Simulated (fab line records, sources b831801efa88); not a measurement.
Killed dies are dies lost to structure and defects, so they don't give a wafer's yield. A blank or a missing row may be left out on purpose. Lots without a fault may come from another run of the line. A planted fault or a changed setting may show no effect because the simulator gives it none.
Which tool did it? | flow sky130 | 13 lots, 39 wafers sampled, at 2 steps of a route of 708

WHAT THE GAUGES READ, wafer by wafer
SKY_FIELD_ISO_THK_MEAS_25. Usual: FIELD_ISO_CVD_24_THK 600 nm, standard deviation 5.9.
lot  | measured    | on            | FIELD_ISO_CVD_24_THK (nm) | flag
L111 | day 2 07:15 | film_metro-01 | 594 602 590               |
L112 | day 2 12:48 | film_metro-03 | 598 602 599               |
L115 | day 3 08:49 | film_metro-02 | 600 596 608               |
L116 | day 3 11:02 | film_metro-02 | 594 598 597               |
L120 | day 4 10:46 | film_metro-01 | 598 607 598               |
L123 | day 4 23:11 | film_metro-01 | 593 600 597               |
L124 | day 5 08:44 | film_metro-03 | 596 599 602               |
L127 | day 5 21:07 | film_metro-02 | 590 590 591               |
L128 | day 6 06:59 | film_metro-01 | 604 598 601               |
L129 | day 6 09:30 | film_metro-02 | 599 609 604               |
L130 | day 6 16:26 | film_metro-01 | 601 606 616               |
L131 | day 6 16:25 | film_metro-02 | 594 582 587               |
L133 | day 7 06:04 | film_metro-01 | 614 602 602               |

WHICH TOOL RAN EACH LOT (tool, then ch and the chambers of the sampled wafers, then the start)
lot  | SKY_FIELD_ISO_ETCH_17
L111 | rie_si-02 ch 0,1,3, day 2 04:36
L112 | rie_si-02 ch 1,2,3, day 2 10:10
L115 | rie_si-02 ch 0,3, day 3 04:28
L116 | rie_si-01 ch 0,2,3, day 3 07:49
L120 | rie_si-02 ch 0,1,3, day 4 06:31
L123 | rie_si-02 ch 1,3, day 4 19:03
L124 | rie_si-02 ch 0,1,3, day 5 02:16
L127 | rie_si-01 ch 0,1,2, day 5 18:01
L128 | rie_si-02 ch 0,2,3, day 5 23:01
L129 | rie_si-01 ch 2,3, day 6 06:01
L130 | rie_si-01 ch 0,3, day 6 13:45
L131 | rie_si-02 ch 0,2, day 6 14:06
L133 | rie_si-01 ch 1,2,3, day 7 03:01
- SKY_FIELD_ISO_ETCH_17: etches Si in HBr/Cl2/O2, target depth 342 nm, time 97.7 s.

WHAT THE TOOLS THEMSELVES READ (means of the sampled wafers that have a number; where no wafer has one, the mark that the record gives instead)
SKY_FIELD_ISO_ETCH_17. Usual: drypump_motor_current_A 5.4 A, standard deviation 0.41; oes_product_au 1.003 a.u., standard deviation 0.0088; throttle_valve_pct 25.654 %, standard deviation 0.01.
lot  | tool      | drypump_motor_current_A (A) | oes_product_au (a.u.) | throttle_valve_pct (%) | flag
L111 | rie_si-02 | 5.3                         | 1.009                 | 25.653                 |
L112 | rie_si-02 | 5.3                         | 0.999                 | 25.653                 |
L115 | rie_si-02 | 5.3                         | 1.007                 | 25.646                 |
L116 | rie_si-01 | 5.3                         | 1.009                 | 25.654                 |
L120 | rie_si-02 | 5.2                         | 1.004                 | 25.654                 |
L123 | rie_si-02 | 5.0                         | 0.993                 | 25.659                 |
L124 | rie_si-02 | 5.3                         | 1.002                 | 25.656                 |
L127 | rie_si-01 | 5.1                         | 1.008                 | 25.649                 |
L128 | rie_si-02 | 5.5                         | 1.014                 | 25.659                 |
L129 | rie_si-01 | 5.7                         | 0.997                 | 25.667                 |
L130 | rie_si-01 | 5.2                         | 1.000                 | 25.656                 |
L131 | rie_si-02 | 5.7                         | 1.006                 | 25.652                 |
L133 | rie_si-01 | 5.5                         | 1.008                 | 25.663                 |

THE ANSWER, worked out from the rows above alone
Rule: a lot is off if the mean of its wafers that have a number lies more than 3 standard deviations from the usual mean. A lot without any number at a reading at which 4 lots or more have one is off too. The other lots that the step has rows for count as sound. The gauges are gone through in route order, then the tools' own readings, and for those a lot's mean is taken as printed above. The first step at which some lot is off is used, and at that step the reading that is off furthest; a lot without a number counts as furthest.
No lot is off at any reading shown: from this, nothing can be told.

WHAT THE SIMULATOR HAD PUT IN
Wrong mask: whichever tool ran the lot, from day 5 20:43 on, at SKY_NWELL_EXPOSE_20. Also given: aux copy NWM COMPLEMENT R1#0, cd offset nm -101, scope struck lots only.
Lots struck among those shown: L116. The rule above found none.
